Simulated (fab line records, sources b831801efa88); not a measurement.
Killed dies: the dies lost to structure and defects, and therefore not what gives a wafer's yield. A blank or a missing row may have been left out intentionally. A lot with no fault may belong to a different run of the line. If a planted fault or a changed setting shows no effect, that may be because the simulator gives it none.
Which tool did it? :: flow sky130 :: Sampling: 13 lots, 39 wafers, 6 of 708 route steps

== WHAT THE GAUGES SHOWED, per wafer ==
SKY_LDD_N_OVL_MEAS_07.
lot: L536
measured: day 15 03:08
on: overlay-02
LDD_N_OVL (nm): 0.8 -3.5 -3.2

lot: L537
measured: day 15 03:26
on: overlay-01
LDD_N_OVL (nm): -0.4 0.2 0.8

lot: L538
measured: day 15 14:58
on: overlay-02
LDD_N_OVL (nm): -2.4 -0.8 -2.1

lot: L539
measured: day 15 23:08
on: overlay-01
LDD_N_OVL (nm): 0.3 -0.8 -0.1

lot: L542
measured: day 16 21:02
on: overlay-01
LDD_N_OVL (nm): -1.6 -3.5 -1.4

lot: L541
measured: day 17 01:47
on: overlay-02
LDD_N_OVL (nm): 0.3 0.4 -1.1

lot: L543
measured: day 17 11:49
on: overlay-01
LDD_N_OVL (nm): -2.3 0.4 0.2

lot: L544
measured: day 17 23:38
on: overlay-02
LDD_N_OVL (nm): -1.3 -1.5 -1.7

lot: L547
measured: day 18 09:28
on: overlay-02
LDD_N_OVL (nm): -2.8 -3.2 -4.5

lot: L548
measured: day 18 17:29
on: overlay-01
LDD_N_OVL (nm): 1.7 -0.7 0.5

lot: L549
measured: day 18 22:08
on: overlay-02
LDD_N_OVL (nm): -0.5 0.4 -0.9

lot: L550
measured: day 19 04:29
on: overlay-01
LDD_N_OVL (nm): -2.3 -2.8 -2.0

lot: L551
measured: day 19 15:31
on: overlay-02
LDD_N_OVL (nm): -1.4 -4.4 -1.5

SKY_LDD_HVP_TW_MEAS_10.
lot: L536
measured: day 18 17:28
on: film_metro-04
LDD_HVP_TW: 450.0 454.4 452.7

lot: L537
measured: day 18 17:48
on: film_metro-02
LDD_HVP_TW: 452.6 451.1 450.7

lot: L538
measured: day 19 06:16
on: film_metro-02
LDD_HVP_TW: 452.5 454.8 453.5

lot: L539
measured: day 19 15:04
on: film_metro-03
LDD_HVP_TW: 455.7 456.0 457.5

lot: L542
measured: day 20 15:14
on: film_metro-04
LDD_HVP_TW: 452.9 453.7 452.8

lot: L541
measured: day 20 18:32
on: film_metro-03
LDD_HVP_TW: 455.9 456.1 458.1

lot: L543
measured: day 21 06:33
on: film_metro-03
LDD_HVP_TW: 462.5 461.8 458.6

lot: L544
measured: day 21 18:50
on: film_metro-04
LDD_HVP_TW: 455.3 453.8 451.2

lot: L547
measured: day 22 04:00
on: film_metro-03
LDD_HVP_TW: 458.5 460.2 459.1

lot: L548
measured: day 22 13:21
on: film_metro-04
LDD_HVP_TW: 457.2 453.1 453.9

lot: L549
measured: day 22 18:00
on: film_metro-04
LDD_HVP_TW: 454.6 450.3 450.2

lot: L550
measured: day 23 00:08
on: film_metro-03
LDD_HVP_TW: 456.8 455.4 458.0

lot: L551
measured: day 23 08:09
on: film_metro-04
LDD_HVP_TW: 450.2 454.2 452.9

SKY_RES_XHIGH_TW_MEAS_09.
lot: L536
measured: day 24 09:58
on: film_metro-04
RES_XHIGH_TW: 1626 1633 1624

lot: L537
measured: day 24 10:19
on: film_metro-01
RES_XHIGH_TW: 1636 1626 1634

lot: L538
measured: day 24 10:37
on: film_metro-02
RES_XHIGH_TW: 1623 1636 1647

lot: L539
measured: day 24 13:01
on: film_metro-02
RES_XHIGH_TW: 1631 1631 1635

lot: L542
measured: day 25 14:46
on: film_metro-02
RES_XHIGH_TW: 1623 1623 1618

lot: L541
measured: day 25 16:22
on: film_metro-04
RES_XHIGH_TW: 1622 1631 1623

lot: L543
measured: day 26 04:04
on: film_metro-04
RES_XHIGH_TW: 1633 1627 1634

lot: L544
measured: day 26 14:13
on: film_metro-02
RES_XHIGH_TW: 1633 1630 1630

lot: L547
measured: day 27 01:11
on: film_metro-01
RES_XHIGH_TW: 1637 1635 1625

lot: L548
measured: day 27 08:52
on: film_metro-01
RES_XHIGH_TW: 1058 1057 1053

lot: L549
measured: day 27 16:52
on: film_metro-04
RES_XHIGH_TW: 1057 1052 1051

lot: L550
measured: day 27 18:46
on: film_metro-02
RES_XHIGH_TW: 1054 1060 1057

lot: L551
measured: day 28 08:19
on: film_metro-04
RES_XHIGH_TW: 1057 1062 1056

SKY_SD_N_TW_MEAS_12.
lot: L536
measured: day 25 14:50
on: film_metro-02
SD_N_TW: 3936 3932 3967

lot: L537
measured: day 25 14:55
on: film_metro-04
SD_N_TW: 3958 3949 3955

lot: L538
measured: day 25 14:56
on: film_metro-02
SD_N_TW: 3929 3948 3971

lot: L539
measured: day 25 17:52
on: film_metro-02
SD_N_TW: 3956 3975 3969

lot: L542
measured: day 26 18:23
on: film_metro-02
SD_N_TW: 3948 3961 3972

lot: L541
measured: day 26 20:53
on: film_metro-01
SD_N_TW: 3935 3918 3912

lot: L543
measured: day 27 09:00
on: film_metro-02
SD_N_TW: 3936 3949 3951

lot: L544
measured: day 27 18:25
on: film_metro-02
SD_N_TW: 3940 3959 3934

lot: L547
measured: day 28 07:11
on: film_metro-02
SD_N_TW: 3936 3928 3926

lot: L548
measured: day 28 14:15
on: film_metro-04
SD_N_TW: 3942 3951 3973

lot: L549
measured: day 28 22:20
on: film_metro-02
SD_N_TW: 3973 3941 3951

lot: L550
measured: day 28 23:53
on: film_metro-02
SD_N_TW: 3924 3922 3933

lot: L551
measured: day 29 13:02
on: film_metro-04
SD_N_TW: 3946 3922 3910

SKY_SD_N_RS_MEAS_18: measures by four-point-probe.
lot: L536
measured: day 25 15:21
on: film_metro-04
RES_XHIGH_RS (ohm/sq): 331.8 332.3 332.0

lot: L537
measured: day 25 15:26
on: film_metro-02
RES_XHIGH_RS (ohm/sq): 331.7 331.0 330.8

lot: L538
measured: day 25 15:52
on: film_metro-01
RES_XHIGH_RS (ohm/sq): 333.5 333.1 332.8

lot: L539
measured: day 25 18:23
on: film_metro-01
RES_XHIGH_RS (ohm/sq): 331.6 332.4 332.1

lot: L542
measured: day 26 18:55
on: film_metro-04
RES_XHIGH_RS (ohm/sq): 333.3 333.9 332.8

lot: L541
measured: day 26 21:25
on: film_metro-01
RES_XHIGH_RS (ohm/sq): 333.5 332.5 332.2

lot: L543
measured: day 27 09:32
on: film_metro-04
RES_XHIGH_RS (ohm/sq): 331.7 331.0 332.1

lot: L544
measured: day 27 18:58
on: film_metro-04
RES_XHIGH_RS (ohm/sq): 332.0 332.0 330.9

lot: L547
measured: day 28 07:43
on: film_metro-04
RES_XHIGH_RS (ohm/sq): 332.4 331.5 333.6

lot: L548
measured: day 28 14:47
on: film_metro-01
RES_XHIGH_RS (ohm/sq): 260.2 260.3 259.6

lot: L549
measured: day 28 22:52
on: film_metro-04
RES_XHIGH_RS (ohm/sq): 259.0 258.5 258.6

lot: L550
measured: day 29 00:25
on: film_metro-01
RES_XHIGH_RS (ohm/sq): 257.8 258.5 258.0

lot: L551
measured: day 29 13:34
on: film_metro-02
RES_XHIGH_RS (ohm/sq): 258.7 259.4 259.5

== WHAT TOOL EACH LOT RAN ON (gives the tool, then ch and the chambers of the sampled wafers, and finally the start) ==
lot: L536
SKY_RES_XHIGH_IMPLANT_07: implanter-03 ch 0, day 24 09:43

lot: L537
SKY_RES_XHIGH_IMPLANT_07: implanter-01 ch 0, day 24 10:04

lot: L538
SKY_RES_XHIGH_IMPLANT_07: implanter-04 ch 0, day 24 10:22

lot: L539
SKY_RES_XHIGH_IMPLANT_07: implanter-01 ch 0, day 24 12:46

lot: L542
SKY_RES_XHIGH_IMPLANT_07: implanter-01 ch 0, day 25 14:07

lot: L541
SKY_RES_XHIGH_IMPLANT_07: implanter-01 ch 0, day 25 16:05

lot: L543
SKY_RES_XHIGH_IMPLANT_07: implanter-04 ch 0, day 26 03:50

lot: L544
SKY_RES_XHIGH_IMPLANT_07: implanter-04 ch 0, day 26 13:59

lot: L547
SKY_RES_XHIGH_IMPLANT_07: implanter-01 ch 0, day 27 00:56

lot: L548
SKY_RES_XHIGH_IMPLANT_07: implanter-04 ch 0, day 27 08:38

lot: L549
SKY_RES_XHIGH_IMPLANT_07: implanter-04 ch 0, day 27 16:37

lot: L550
SKY_RES_XHIGH_IMPLANT_07: implanter-01 ch 0, day 27 18:31

lot: L551
SKY_RES_XHIGH_IMPLANT_07: implanter-04 ch 0, day 28 08:04
- SKY_RES_XHIGH_IMPLANT_07

== WHAT THE TOOLS THEMSELVES READ (means of the sampled wafers that have a number; where no wafer has one, the mark that the record gives instead) ==
SKY_RES_XHIGH_IMPLANT_07.
lot: L536
tool: implanter-03
beam_on_s (s): 34

lot: L537
tool: implanter-01
beam_on_s (s): 42

lot: L538
tool: implanter-04
beam_on_s (s): 44

lot: L539
tool: implanter-01
beam_on_s (s): 42

lot: L542
tool: implanter-01
beam_on_s (s): 41

lot: L541
tool: implanter-01
beam_on_s (s): 41

lot: L543
tool: implanter-04
beam_on_s (s): 43

lot: L544
tool: implanter-04
beam_on_s (s): 42

lot: L547
tool: implanter-01
beam_on_s (s): 41

lot: L548
tool: implanter-04
beam_on_s (s): 43

lot: L549
tool: implanter-04
beam_on_s (s): 43

lot: L550
tool: implanter-01
beam_on_s (s): 42

lot: L551
tool: implanter-04
beam_on_s (s): 43

== THE ANSWER, worked out from the rows above alone ==
Rule: the usual values come from the lots themselves. The widest of any qualifying gaps counts: lots, ordered by their means at a reading, are off when they make up no more than a third of the lots, leave a main group of 4 or more, and stand apart from it by 3 or more times the standard deviation of that group's means. The tables above print the reading to a certain number of digits; a main group whose means all agree to those digits is not used. Also off: a lot with no number at a reading for which 4 or more lots have one. Where the step has rows for the other lots, those lots are counted as sound. Order of review: gauges by route order, followed by the tools' own readings, for which a lot's mean as printed above is used. The first step at which some lot is off is used, and at that step the reading that is off furthest; a lot without a number counts as furthest.
Off: L548, L549, L550, L551, seen at SKY_RES_XHIGH_TW_MEAS_09 (RES_XHIGH_TW). Mean 1630 and standard deviation 4.1 in the main group.
If a tool, at a process step before that reading, ran all the lots that are off and no sound lot after the first of them, it fits. The gauges at SKY_RES_XHIGH_TW_MEAS_09 are tried like those tools. Not one of the candidates tried fits.

== WHAT THE SIMULATOR PUT IN ==
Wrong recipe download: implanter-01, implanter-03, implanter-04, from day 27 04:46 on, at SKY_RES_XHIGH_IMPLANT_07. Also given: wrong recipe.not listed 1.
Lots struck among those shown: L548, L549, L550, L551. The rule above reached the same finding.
